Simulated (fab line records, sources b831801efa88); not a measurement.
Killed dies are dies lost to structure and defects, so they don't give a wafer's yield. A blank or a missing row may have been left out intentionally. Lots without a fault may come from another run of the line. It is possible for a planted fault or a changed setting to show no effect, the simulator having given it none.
The tool behind it: which one?	flow sfqLine	Sampling: 15 lots, 45 wafers, 6 of 325 route steps

== WHAT THE GAUGES READ, wafer by wafer ==
SFQ_M0_RS_MEAS_904: a four-point-probe measurement. Usual: M0_NB_RS typically reads 0.889 ohm/sq, with standard deviation 0.0087.
lot	measured	on	M0_NB_RS (ohm/sq)	flag
L511	day 5 08:41	filmMetro-04	0.882 0.871 0.884	
L512	day 5 12:17	filmMetro-03	0.908 0.901 0.898	
L513	day 5 18:19	filmMetro-04	0.883 0.893 0.890	
L514	day 6 01:30	filmMetro-04	0.893 0.890 0.897	
L516	day 6 12:17	filmMetro-04	0.896 0.908 0.902	
L518	day 6 22:28	filmMetro-04	0.893 0.892 0.891	
L519	day 7 05:38	filmMetro-03	0.886 0.898 0.883	
L521	day 7 11:52	filmMetro-03	0.888 0.889 0.888	
L523	day 8 00:50	filmMetro-03	0.874 0.882 0.889	
L526	day 8 17:38	filmMetro-03	0.901 0.900 0.904	
L528	day 9 00:50	filmMetro-01	0.887 0.897 0.891	
L529	day 9 06:50	filmMetro-04	0.881 0.877 0.882	
L530	day 9 12:51	filmMetro-04	0.868 0.881 0.875	
L531	day 9 22:33	filmMetro-01	0.880 0.890 0.873	
L532	day 10 04:33	filmMetro-04	0.885 0.885 0.886	

SFQ_M1_RS_MEAS_909: a four-point-probe measurement. Usual: M1_NB_RS typically reads 0.893 ohm/sq, with standard deviation 0.01.
lot	measured	on	M1_NB_RS (ohm/sq)	flag
L511	day 10 07:01	filmMetro-04	0.901 0.888 0.898	
L512	day 10 13:00	filmMetro-04	0.874 0.882 0.886	
L513	day 10 19:02	filmMetro-04	0.902 0.913 0.905	
L514	day 11 03:25	filmMetro-04	0.896 0.884 0.896	
L516	day 11 10:37	filmMetro-04	0.884 0.880 0.886	
L518	day 11 22:48	filmMetro-01	0.883 0.899 0.903	
L519	day 12 10:37	filmMetro-04	0.905 0.903 0.908	
L521	day 12 19:05	filmMetro-01	0.893 0.882 0.900	
L523	day 13 21:48	filmMetro-02	0.913 0.895 0.892	
L526	day 15 02:43	filmMetro-01	0.889 0.892 0.897	
L528	day 15 15:43	filmMetro-02	0.805 0.805 0.804	OFF
L529	day 15 21:41	filmMetro-01	0.885 0.879 0.879	
L530	day 16 07:19	filmMetro-01	0.800 0.794 0.784	OFF
L531	day 16 12:07	filmMetro-02	0.900 0.912 0.912	
L532	day 16 20:32	filmMetro-01	0.804 0.808 0.805	OFF

SFQ_M5_OVL_MEAS_932. Usual: M5_OVL typically reads -2 nm, with standard deviation 5.8.
lot	measured	on	M5_OVL (nm)	flag
L511	day 55 20:40	overlay-02	-6 -4 1	
L512	day 55 23:04	overlay-02	2 1 12	
L513	day 56 02:40	overlay-01	-6 3 -6	
L514	day 57 12:23	overlay-02	-5 -5 -12	
L516	day 57 19:35	overlay-01	-7 -4 2	
L518	day 58 21:59	overlay-01	-8 -1 -7	
L519	day 59 05:11	overlay-02	-11 -14 -6	
L521	day 60 06:44	overlay-01	8 4 -1	
L523	day 60 11:20	overlay-02	-4 -4 3	
L526	day 61 14:49	overlay-01	-11 -13 -16	
L528	day 61 22:01	overlay-01	-2 -6 -1	
L529	day 62 11:38	overlay-01	-4 0 9	
L530	day 62 18:53	overlay-02	-8 1 -2	
L531	day 68 23:55	overlay-02	-3 -5 -5	
L532	day 69 07:07	overlay-01	1 1 2	

== EACH LOT AND THE TOOL THAT RAN IT (in order: tool; ch and the chambers of the sampled wafers; start) ==
lot	SFQ_TRILAYER_M1_DEP_SPUTTER_037	SFQ_TRILAYER_M1_ETCH_METAL_ETCH_042	SFQ_TRILAYER_JJ_TRILAYER_DEP_SPUTTER_110
L511	pvdSputter-03, day 10 06:55	rieMetal-02 ch 0,1, day 11 09:35	pvdSputter-04, day 43 15:37
L512	pvdSputter-04, day 10 12:55	rieMetal-04 ch 0,1, day 11 15:35	pvdSputter-04, day 43 20:43
L513	pvdSputter-03, day 10 18:55	rieMetal-04 ch 0,1, day 11 20:26	pvdSputter-03, day 50 08:16
L514	pvdSputter-03, day 11 03:19	rieMetal-04 ch 0,1, day 12 05:59	pvdSputter-06, day 51 06:07
L516	pvdSputter-04, day 11 10:32	rieMetal-01 ch 0,1, day 12 13:11	pvdSputter-03, day 51 14:31
L518	pvdSputter-03, day 11 22:41	rieMetal-02 ch 0,1, day 13 02:23	pvdSputter-06, day 52 13:19
L519	pvdSputter-06, day 12 10:31	rieMetal-04 ch 0,1, day 13 10:49	pvdSputter-04, day 52 20:31
L521	pvdSputter-06, day 12 18:55	rieMetal-01 ch 0,1, day 13 19:14	pvdSputter-06, day 53 20:38
L523	pvdSputter-06, day 13 21:42	rieMetal-02 ch 0,1, day 14 15:48	pvdSputter-06, day 54 01:26
L526	pvdSputter-03, day 15 02:38	rieMetal-04 ch 0,1, day 15 17:00	pvdSputter-06, day 55 02:24
L528	pvdSputter-03, day 15 15:37	rieMetal-02 ch 0, day 16 08:54	pvdSputter-04, day 55 07:13
L529	pvdSputter-04, day 15 21:36	rieMetal-01 ch 0,1, day 16 16:06	pvdSputter-06, day 55 14:24
L530	pvdSputter-03, day 16 07:12	rieMetal-02 ch 0,1, day 17 04:24	pvdSputter-03, day 55 22:55
L531	pvdSputter-06, day 16 12:00	rieMetal-02 ch 0, day 17 06:36	pvdSputter-06, day 56 17:03
L532	pvdSputter-03, day 16 20:25	rieMetal-04 ch 0,1, day 17 15:00	pvdSputter-03, day 57 05:13
- SFQ_TRILAYER_M1_DEP_SPUTTER_037: material Nb, target thk 200 nm, time 133.3 s.
- SFQ_TRILAYER_M1_ETCH_METAL_ETCH_042: etches Nb in Cl2/Ar, stops on SiO2, target depth 240 nm, time 120 s.
- SFQ_TRILAYER_JJ_TRILAYER_DEP_SPUTTER_110: material Al, target thk 8 nm, time 10 s.

== WHAT THE TOOLS THEMSELVES READ (means of the sampled wafers that have a number; where no wafer has one, the mark that the record gives instead) ==
SFQ_TRILAYER_M1_DEP_SPUTTER_037. Usual: cathodeDcPowerW 2000.0 W, standard deviation 0.37; throttleValvePct 29.3 %, standard deviation 0.58.
lot	tool	cathodeDcPowerW (W)	throttleValvePct (%)	flag
L511	pvdSputter-03	2000.0	29.2	
L512	pvdSputter-04	2000.1	29.4	
L513	pvdSputter-03	1999.9	29.9	
L514	pvdSputter-03	2000.0	29.4	
L516	pvdSputter-04	2000.0	28.1	
L518	pvdSputter-03	2000.1	29.2	
L519	pvdSputter-06	2000.0	29.4	
L521	pvdSputter-06	1999.8	29.0	
L523	pvdSputter-06	2000.0	29.4	
L526	pvdSputter-03	2000.1	29.1	
L528	pvdSputter-03	2231.2	29.4	OFF
L529	pvdSputter-04	2000.1	29.1	
L530	pvdSputter-03	2231.0	29.5	OFF
L531	pvdSputter-06	2000.3	29.2	
L532	pvdSputter-03	2230.6	29.1	OFF

SFQ_TRILAYER_M1_ETCH_METAL_ETCH_042. Usual: biasW 80.00 W, standard deviation 0.24; drypumpMotorCurrentA 5.5 A, standard deviation 0.54; oesProductAu 0.892 a.u., standard deviation 0.0065.
lot	tool	biasW (W)	drypumpMotorCurrentA (A)	oesProductAu (a.u.)	flag
L511	rieMetal-02	79.89	5.1	0.889	
L512	rieMetal-04	80.04	5.8	0.897	
L513	rieMetal-04	79.91	5.8	0.885	
L514	rieMetal-04	80.04	5.8	0.891	
L516	rieMetal-01	79.93	5.3	0.900	
L518	rieMetal-02	79.96	5.5	0.893	
L519	rieMetal-04	79.91	5.4	0.889	
L521	rieMetal-01	80.03	5.3	0.894	
L523	rieMetal-02	80.18	5.1	0.884	
L526	rieMetal-04	80.22	5.4	0.890	
L528	rieMetal-02	80.18	5.8	0.947	OFF
L529	rieMetal-01	80.14	5.5	0.895	
L530	rieMetal-02	79.95	5.5	0.951	OFF
L531	rieMetal-02	79.60	5.8	0.884	
L532	rieMetal-04	80.03	5.4	0.948	OFF

SFQ_TRILAYER_JJ_TRILAYER_DEP_SPUTTER_110. Usual: cathodeDcPowerW 499.99 W, standard deviation 0.096; throttleValvePct 29.2 %, standard deviation 0.67.
lot	tool	cathodeDcPowerW (W)	throttleValvePct (%)	flag
L511	pvdSputter-04	500.06	29.0	
L512	pvdSputter-04	499.98	29.0	
L513	pvdSputter-03	500.04	29.4	
L514	pvdSputter-06	499.98	29.9	
L516	pvdSputter-03	499.94	29.6	
L518	pvdSputter-06	499.96	29.6	
L519	pvdSputter-04	499.99	29.1	
L521	pvdSputter-06	500.07	29.2	
L523	pvdSputter-06	500.04	29.3	
L526	pvdSputter-06	499.92	29.3	
L528	pvdSputter-04	500.01	28.7	
L529	pvdSputter-06	500.05	29.5	
L530	pvdSputter-03	500.02	29.5	
L531	pvdSputter-06	500.12	29.6	
L532	pvdSputter-03	499.99	29.0	

== THE ANSWER, worked out from the rows above alone ==
Rule: a lot counts as off when the mean over its wafers that have a number is more than 3 standard deviations away from the usual mean. A lot without any number at a reading at which 4 lots or more have one is off too. The other lots that the step has rows for count as sound. Order of review: gauges by route order, followed by the tools' own readings, for which a lot's mean as printed above is used. The first step at which some lot is off is used, and at that step the reading that is off furthest; a lot without a number counts as furthest.
Off: L528, L530, L532, seen at SFQ_M1_RS_MEAS_909 (M1_NB_RS).
If a tool, at a process step before that reading, ran all the lots that are off and no sound lot after the first of them, it fits. The gauges at SFQ_M1_RS_MEAS_909 aren't tried: what is off there is off at SFQ_TRILAYER_M1_DEP_SPUTTER_037 too, on other tools, and a gauge's error can't cause that. One fits: SFQ_TRILAYER_M1_DEP_SPUTTER_037 on pvdSputter-03. A fault onset in the window from L526 (day 15 02:38, its last sound lot) to L528 (day 15 15:37, its first lot off) fits.
The tool's own readings at SFQ_TRILAYER_M1_DEP_SPUTTER_037 bear it out: on the lots that are off they differ by more than 5 times the standard deviation of the sound lots' means. cathodeDcPowerW reads 2230.9 W there against 2000.0 W on the sound lots.

== WHAT THE SIMULATOR HAD INSERTED ==
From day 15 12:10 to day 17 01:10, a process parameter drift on pvdSputter-03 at SFQ_TRILAYER_M1_DEP_SPUTTER_037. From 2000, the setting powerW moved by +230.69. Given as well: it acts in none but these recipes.
Shown lots that were struck: L528, L530, L532. The rule above reached the same finding.
